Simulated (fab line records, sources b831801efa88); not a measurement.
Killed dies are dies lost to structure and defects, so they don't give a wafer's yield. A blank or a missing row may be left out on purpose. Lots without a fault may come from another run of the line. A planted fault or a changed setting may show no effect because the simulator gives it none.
Chamber matching | flow sky130 | SKY_FIELD_ISO_ETCH_15 on rie_diel-02: 4 sister chambers
The step etches the open film in CHF3/O2, stops on Si, target depth 180 nm, time 72 s. 18 wafers are shown with their chamber, then 9 later ones without.

WAFERS WITH THEIR CHAMBER
wafer  | chamber | drypump_motor_current_A (A) | oes_product_au (a.u.) | throttle_valve_pct (%)
L076.1 | 0       | 5.0                         | 0.945                 | 8.834
L076.2 | 3       | 6.3                         | 0.942                 | 8.839
L076.3 | 2       | 5.3                         | 0.952                 | 8.842
L076.4 | 1       | 6.4                         | 0.948                 | 8.852
L076.5 | 3       | 6.3                         | 0.944                 | 8.845
L076.6 | 2       | 5.3                         | 0.947                 | 8.845
L078.1 | 2       | 5.3                         | 0.941                 | 8.846
L078.5 | 2       | 5.3                         | 0.933                 | 8.839
L078.6 | 3       | 6.3                         | 0.947                 | 8.845
L081.1 | 3       | 6.3                         | 0.937                 | 8.841
L081.2 | 0       | 5.0                         | 0.940                 | 8.828
L081.5 | 2       | 5.3                         | 0.940                 | 8.855
L083.3 | 2       | 5.3                         | 0.936                 | 8.845
L083.5 | 1       | 6.4                         | 0.948                 | 8.837
L083.6 | 2       | 5.3                         | 0.940                 | 8.842
L085.2 | 2       | 5.3                         | 0.940                 | 8.838
L085.5 | 0       | 4.9                         | 0.942                 | 8.843
L085.6 | 3       | 6.3                         | 0.941                 | 8.848

SIGNATURES (means of the wafers above)
reading                 | chamber 0 | chamber 1 | chamber 2 | chamber 3 | scatter within a chamber
drypump_motor_current_A | 4.967     | 6.400     | 5.300     | 6.300     | 0.0218
oes_product_au          | 0.94233   | 0.94800   | 0.94112   | 0.94220   | 0.00475
throttle_valve_pct      | 8.83500   | 8.84450   | 8.84400   | 8.84360   | 0.00582
Rule: a wafer's distance from a chamber is the root of the sum, over the readings, of the square of ((its reading less the chamber's mean) divided by the reading's scatter). The wafer belongs to the nearest chamber; if the next one is less than 2 further off, it can't be placed. The scatter: the root of (the sum of the squares of (reading less its chamber's mean) over the shown wafers, divided by (wafers less chambers)).

WAFERS WITHOUT THEIR CHAMBER
wafer  | drypump_motor_current_A (A) | oes_product_au (a.u.) | throttle_valve_pct (%)
L089.2 | 5.3                         | 0.933                 | 8.836
L089.5 | 6.3                         | 0.937                 | 8.848
L089.6 | 4.9                         | 0.940                 | 8.852
L095.1 | 6.4                         | 0.937                 | 8.834
L095.2 | 5.3                         | 0.937                 | 8.844
L095.3 | 5.0                         | 0.935                 | 8.839
L095.4 | 5.0                         | 0.945                 | 8.852
L095.5 | 5.3                         | 0.934                 | 8.834
L095.6 | 6.4                         | 0.932                 | 8.856

WHICH CHAMBER EACH WENT THROUGH
wafer  | from the rows above     | in truth
L089.2 | 2                       | 2
L089.5 | 3                       | 3
L089.6 | 0                       | 0
L095.1 | 1                       | 1
L095.2 | 2                       | 2
L095.3 | 0                       | 0
L095.4 | 0                       | 0
L095.5 | 2                       | 2
L095.6 | can't be placed: 1 or 3 | 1
Placed correctly: 8 of 9. Can't be placed from these rows: 1 (the true chamber is among the candidates in 1). Placed wrongly: 0.
